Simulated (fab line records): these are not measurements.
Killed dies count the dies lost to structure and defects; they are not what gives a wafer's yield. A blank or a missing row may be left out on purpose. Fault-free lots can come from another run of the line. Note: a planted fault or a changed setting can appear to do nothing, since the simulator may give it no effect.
Struck lot and sound lot, side by side	flow sky130	17 steps out of a route of 708
Sound: wafers L724.1, L724.3, L724.6. Struck: wafers L735.4, L735.5, L735.6. At the end, the cause is stated.
Per side, at each step with rows, come the tool, then ch with its chambers, and then its first start. Under that, the readings that differ: sound wafers	struck wafers	difference of the means	sigmas: that difference in standard deviations of wafers without a fault.
alike: a reading whose means differ by less than 2 such deviations, as well as words and numbers matching on both sides. not compared: withheld readings; readings where some wafer has no value; bounds like >300 that might hide an equal value; numbers whose values overlap and for which the record gives no deviation.
Wherever a step has rows on one side only, a row that says differs or no value, or a row with sigmas, the two part there. Non-overlapping numbers with no deviation appear without sigmas and do not part them. A reading missing from all wafers of one side parts the sides only when that side holds two or more wafers.

SKY_FIELD_ISO_THK_MEAS_02:
  sound: film-metro-02 at day 1 12:37; struck: film-metro-01 at day 3 18:40
  alike: FIELD_ISO_OXIDATION_00_THK
then, 1 step without rows for these wafers: SKY_FIELD_ISO_CVD_03 (deposits Si3N4 from DCS/NH3, target thk 165 nm, time 2830 s).
SKY_FIELD_ISO_THK_MEAS_04:
  sound: film-metro-01 at day 1 15:41; struck: film-metro-04 at day 3 21:07
  alike: FIELD_ISO_CVD_03_THK
then, 8 steps without rows for these wafers: SKY_FIELD_ISO_DEHYDRATE_05 (time 60 s); SKY_FIELD_ISO_HMDS_06 (prime time 60 s); SKY_FIELD_ISO_COAT_07 (resist thk 60 nm); SKY_FIELD_ISO_COAT_08 (resist thk 450 nm); SKY_FIELD_ISO_SOFTBAKE_09 (time 90 s); SKY_FIELD_ISO_EXPOSE_10 (exposes mask FOM, target cd 150 nm); SKY_FIELD_ISO_PEB_11; SKY_FIELD_ISO_DEVELOP_12 (develop time 60 s).
SKY_FIELD_ISO_CD_MEAS_13: the cd target is 150 nm.
  sound: cd-sem-02 at day 2 06:26; struck: cd-sem-01 at day 4 14:24
reading	sound	struck	difference	sigmas
cd-nm (nm)	147.0 143.7 147.7	150.6 149.6 150.0	+3.9	+2
SKY_FIELD_ISO_ETCH_14: etches BARC in N2/H2, stops on SiO2, time 45.9 s, target depth 60 nm.
  sound on rie-diel-02 ch 0,1,2, day 2 06:34; struck on rie-diel-01 ch 0,1,2, day 4 14:29
reading	sound	struck	difference	sigmas
oes-product-au (a.u.)	0.853 0.862 0.852	1.000 1.003 1.002	+0.146	+29
run-length-s (s)	74.2 74.6 73.8	52.8 52.7 52.7	-21.5	-55
model.KrF-thick_of_FIELD_ISO_COAT_08.thk-nm (nm)	393.9 392.3 391.3	413.1 412.1 412.6	+20.1	
model.etch.depth-nm (nm)	60.04 60.13 59.96	42 43.06 42.68	-17	
model.FIELD_ISO.cd-nm (nm)	147.8 144.1 146.9	153.7 153.3 153.2	+7.1	
  alike: drypump-motor-current-A, throttle-valve-pct
  not compared: rf-hours-counter-h
SKY_FIELD_ISO_ETCH_15: etches the open film in CHF3/O2, stops on Si, target depth 180 nm, time 72 s.
  sound on rie-diel-02 ch 0,1,2, day 2 06:36; struck on rie-diel-01 ch 0,1,2, day 4 14:32
reading	sound	struck	difference	sigmas
oes-product-au (a.u.)	0.938 0.941 0.945	0.369 0.376 0.376	-0.568	-82
throttle-valve-pct (%)	8.854 8.848 8.837	8.673 8.652 8.685	-0.176	-19
model.KrF-thick_of_FIELD_ISO_COAT_08.thk-nm (nm)	241.4 234.9 234	257.8 252.9 256.4	+18.9	
  alike: drypump-motor-current-A, run-length-s
  not compared: rf-hours-counter-h
SKY_FIELD_ISO_STRIP_16: strips in O2/N2.
  sound on plasma-asher-03 ch 0,1, day 2 06:39; struck on plasma-asher-03 ch 0,1, day 4 14:35
reading	sound	struck	difference	sigmas
strip-time-to-endpoint-s (s)	3.60 3.54 3.52	3.77 3.74 3.76	+0.20	+6
  alike: drypump-motor-current-A, oes-product-au
  not compared: rf-hours-counter-h
SKY_FIELD_ISO_ETCH_17: etches Si in HBr/Cl2/O2, target depth 342 nm, time 97.7 s.
  sound on rie-si-01 ch 0,2,3, day 2 06:45; struck on rie-si-01 ch 1,2, day 4 14:40
reading	sound	struck	difference	sigmas
model.FIELD_ISO.cd-nm (nm)	148.7 145.4 146.7	150.7 151.8 152	+4.6	
  alike: drypump-motor-current-A, oes-product-au, run-length-s, throttle-valve-pct
  not compared: rf-hours-counter-h
then, 1 step without rows for these wafers: SKY_FIELD_ISO_WET_ETCH_18 (etches Si3N4 in H3PO4, target depth 25 nm, time 286 s).

== WHERE THEY PART ==
At SKY_FIELD_ISO_CD_MEAS_13 first; at SKY_FIELD_ISO_STRIP_16 last (within this record only). Later steps at which nothing parts them and some readings are alike: SKY_FIELD_ISO_ETCH_17.

WHY: what had been put in by the simulator
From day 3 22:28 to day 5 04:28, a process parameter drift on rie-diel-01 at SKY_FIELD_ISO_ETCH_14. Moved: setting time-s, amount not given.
